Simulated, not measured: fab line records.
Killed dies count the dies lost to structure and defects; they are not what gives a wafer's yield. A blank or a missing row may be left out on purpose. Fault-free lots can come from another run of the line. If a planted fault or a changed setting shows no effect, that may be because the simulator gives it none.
Struck lot and sound lot, side by side -- flow sfq_line -- 21 steps out of a route of 325
Sound: the wafers L673.3, L673.4, L673.6. Struck: wafer L685.6. (L685.1 of the same lot was not struck and is left out.) The cause comes at the end.
For every step that has rows: the tool of each side, followed by ch and its chambers, followed by its first start. Under that, the readings that differ: sound wafers -- struck wafers -- difference of the means -- sigmas: that difference in standard deviations of wafers without a fault.
alike: words and numbers the same on both sides, and readings whose means are apart by under 2 such deviations; not compared: readings that were withheld, readings missing a value for some wafer, numbers with overlapping values and no deviation given by the record, and bounds like >300 which may hide the same value.
A row with sigmas, a row that says differs or no value, or rows on one side alone: a step with any of these is where the two part. Numbers that don't overlap but have no deviation are shown without sigmas and don't part them. A reading that every wafer of one side lacks parts them only if that side has two wafers or more.

first, 6 steps without rows for these wafers: SFQ_TRILAYER_I5_LITHO_COAT_149 (resist thk 62 nm); SFQ_TRILAYER_I5_LITHO_COAT_144 (resist thk 650 nm); SFQ_TRILAYER_I5_LITHO_SOFTBAKE_148; SFQ_TRILAYER_I5_LITHO_EXPOSE_145 (exposes mask I5, target cd 700 nm); SFQ_TRILAYER_I5_LITHO_PEB_147 (peb time 60 s); SFQ_TRILAYER_I5_LITHO_DEVELOP_146 (time 60 s).
SFQ_I5_OVL_MEAS_936:
  sound: overlay-02 at day 63 20:47; struck: overlay-01 at day 66 21:45
  alike: I5_OVL
SFQ_TRILAYER_I5_BARC_OPEN_VIA_ETCH_200: etches BARC in O2, target depth 125 nm, time 41.7 s.
  sound on rie_diel-04 ch 0,1,3, day 63 20:49; struck on rie_diel-04 ch 0, day 66 21:47
  alike: drypump_motor_current_A, oes_product_au
  not compared: rf_hours_counter_h
SFQ_TRILAYER_I5_ETCH_VIA_ETCH_147: etches the open film in CHF3, stops on Nb, target depth 360 nm.
  sound on rie_diel-04 ch 0,1,3, day 63 20:51; struck on rie_diel-04 ch 0, day 66 21:50
  alike: drypump_motor_current_A, oes_product_au
SFQ_TRILAYER_I5_STRIP_STRIP_148: strips in O2.
  sound on rie_metal-02 ch 0,1, day 63 21:12; struck on rie_metal-04 ch 0, day 66 21:59
  alike: drypump_motor_current_A, oes_product_au
  not compared: rf_hours_counter_h
then, 2 steps without rows for these wafers: SFQ_TRILAYER_I5_STRIP_SOLV_CLEAN_149 (cleans in NMP, time 600 s); SFQ_TRILAYER_C5_LITHO_COAT_156 (resist thk 62 nm).
SFQ_TRILAYER_C5_LITHO_COAT_151: resist thk 650 nm.
  sound on litho_track-02 ch 0, day 63 22:11; struck on litho_track-02 ch 0, day 66 23:04
reading,sound,struck,difference,sigmas
model.KrF_of_TRILAYER_C5_LITHO_COAT_151.thk_nm (nm),649.4 648.3 648.5,796.9,+148.2,
  alike: spin_speed_rpm
then, 4 steps without rows for these wafers: SFQ_TRILAYER_C5_LITHO_SOFTBAKE_155; SFQ_TRILAYER_C5_LITHO_EXPOSE_152 (exposes mask C5, target cd 500 nm); SFQ_TRILAYER_C5_LITHO_PEB_154 (peb time 60 s); SFQ_TRILAYER_C5_LITHO_DEVELOP_153 (time 60 s).
SFQ_C5_OVL_MEAS_937:
  sound: overlay-02 at day 64 01:53; struck: overlay-01 at day 67 09:38
  alike: C5_OVL
SFQ_TRILAYER_C5_BARC_OPEN_VIA_ETCH_210: etches BARC in O2, target depth 125 nm, time 41.7 s.
  sound on rie_diel-02 ch 0,3, day 64 01:55; struck on rie_diel-01 ch 1, day 67 09:40
reading,sound,struck,difference,sigmas
model.C5.cd_nm (nm),500.3 500.2 502,496.3,-4.5,
  alike: drypump_motor_current_A, oes_product_au
  not compared: rf_hours_counter_h
SFQ_TRILAYER_C5_ETCH_VIA_ETCH_154: etches SiO2 in CHF3, stops on Nb, target depth 84 nm.
  sound on rie_diel-02 ch 0,3, day 64 01:57; struck on rie_diel-01 ch 1, day 67 09:43
reading,sound,struck,difference,sigmas
model.KrF_of_TRILAYER_C5_LITHO_COAT_151.thk_nm (nm),561.3 561.9 562.8,711.4,+149.4,
model.C5.cd_nm (nm),501 500.5 502,497,-4,
  alike: drypump_motor_current_A, oes_product_au
SFQ_TRILAYER_C5_STRIP_STRIP_155: strips in O2.
  sound on rie_metal-04 ch 0,1, day 64 02:12; struck on rie_metal-04 ch 0, day 67 09:45
  alike: drypump_motor_current_A, oes_product_au
  not compared: rf_hours_counter_h

## WHERE THEY PART
Nowhere in this record.

WHY: the cause the simulator had injected
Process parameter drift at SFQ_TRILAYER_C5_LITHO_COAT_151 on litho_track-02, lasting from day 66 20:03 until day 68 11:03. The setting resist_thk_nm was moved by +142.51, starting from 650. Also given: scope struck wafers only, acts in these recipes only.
